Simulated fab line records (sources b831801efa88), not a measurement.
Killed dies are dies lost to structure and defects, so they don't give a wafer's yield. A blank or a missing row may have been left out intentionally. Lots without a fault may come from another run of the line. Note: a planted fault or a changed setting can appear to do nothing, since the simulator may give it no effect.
A lot that was struck, set against a sound lot + flow sky130 + 22 steps out of a route of 708
Sound: these wafers, L648.2, L648.3, L648.6. Wafers struck: L658.1, L658.2, L658.4. The cause is given at the end.
Each step with rows lists, per side, the tool, then ch with its chambers, then its first start. Under that, the readings that differ: sound wafers + struck wafers + difference of the means + sigmas: that difference in standard deviations of wafers without a fault.
alike: words and numbers the same on both sides, and readings whose means are apart by under 2 such deviations; not compared: readings that were withheld, readings missing a value for some wafer, numbers with overlapping values and no deviation given by the record, and bounds like >300 which may hide the same value.
Wherever a step has rows on one side only, a row that says differs or no value, or a row with sigmas, the two part there. Numbers that don't overlap but have no deviation are shown without sigmas and don't part them. A reading missing from all wafers of one side parts the sides only when that side holds two or more wafers.

SKY_POLY_GATE_THK_MEAS_21:
  sound: filmMetro-02 at day 19 19:05; struck: filmMetro-04 at day 23 06:32
  alike: POLY_GATE_OXIDATION_THK
SKY_POLY_GATE_CD_MEAS_22:
  sound: cdSem-02 at day 19 19:10; struck: cdSem-01 at day 23 06:36
  alike: cdNm
then, 7 steps without rows for these wafers: SKY_LDD_N_DEHYDRATE_00 (time 60 s); SKY_LDD_N_HMDS_01 (prime time 60 s); SKY_LDD_N_COAT_02 (resist thk 300 nm); SKY_LDD_N_SOFTBAKE_03 (time 60 s); SKY_LDD_N_EXPOSE_04 (exposes mask NTM, target cd 840 nm); SKY_LDD_N_PEB_05; SKY_LDD_N_DEVELOP_06 (develop time 60 s).
SKY_LDD_N_OVL_MEAS_07:
  sound: overlay-02 at day 21 02:16; struck: overlay-01 at day 24 13:00
  alike: LDD_N_OVL
then, 2 steps without rows for these wafers: SKY_LDD_N_IMPLANT_08; SKY_LDD_N_IMPLANT_09.
SKY_LDD_N_IMPLANT_10:
  sound on implanter-03 ch 0, day 21 02:37; struck on implanter-01 ch 0, day 24 13:39
  alike: rotationDeg
then, 5 steps without rows for these wafers: SKY_LDD_N_IMPLANT_11; SKY_LDD_N_IMPLANT_12; SKY_LDD_N_IMPLANT_13; SKY_LDD_N_IMPLANT_14; SKY_LDD_N_IMPLANT_15.
SKY_LDD_N_STRIP_16: strips in O2/N2.
  sound on plasmaAsher-02 ch 0, day 21 03:29; struck on plasmaAsher-02 ch 0,1, day 24 14:33
| reading                  | sound             | struck            | difference | sigmas |
|--------------------------|-------------------|-------------------|------------|--------|
| stripTimeToEndpointS (s) | 4.305 4.353 4.331 | 4.500 4.518 4.527 | +0.185     | +12    |
  alike: drypumpMotorCurrentA, oesProductAu
  not compared: rfHoursCounterH
SKY_LDD_N_TW_MEAS_17:
  sound: filmMetro-01 at day 21 03:36; struck: filmMetro-01 at day 24 14:39
| reading  | sound          | struck         | difference | sigmas |
|----------|----------------|----------------|------------|--------|
| LDD_N_TW | 2581 2592 2578 | 2695 2709 2695 | +116       | +5     |
then, 1 step without rows for these wafers: SKY_LDD_P_DEHYDRATE_00 (time 60 s).
-- here the record skips 26 days between the struck wafers' starts before and after, leaving off in module LDD_P and picking up in module PAD_OPEN (first step shown: number 708 of the route) --
SKY_PAD_OPEN_PROBE_99:
  sound: prober-01 at day 48 16:32; struck: prober-01 at day 50 14:49
| reading                                  | sound                | struck               | difference | sigmas |
|------------------------------------------|----------------------|----------------------|------------|--------|
| model.etest.tipN.rsOhmSq                 | 445.6 447.3 444.4    | 387.7 386.2 386.4    | -59.0      |        |
| model.etest.nfet_01v8_swapped.vtSatV (V) | 0.65 0.6493 0.6533   | 0.6324 0.6253 0.6207 | -0.0247    |        |
| model.etest.nfet_01v8_turned.vtSatV (V)  | 0.6471 0.6505 0.6518 | 0.6381 0.6324 0.6211 | -0.0193    |        |
  alike: killed_at_M0_to_M3, killed_at_M4_up, killedAtContacts, killedAtFrontEnd, killedAtOther, killedDies, killedOpen, killedShort

WHERE THEY PART
Last at SKY_LDD_N_TW_MEAS_17 as far as this record goes, first at SKY_LDD_N_STRIP_16. Later steps at which nothing parts them and some readings are alike: SKY_PAD_OPEN_PROBE_99.

WHY: whatever the simulator had introduced
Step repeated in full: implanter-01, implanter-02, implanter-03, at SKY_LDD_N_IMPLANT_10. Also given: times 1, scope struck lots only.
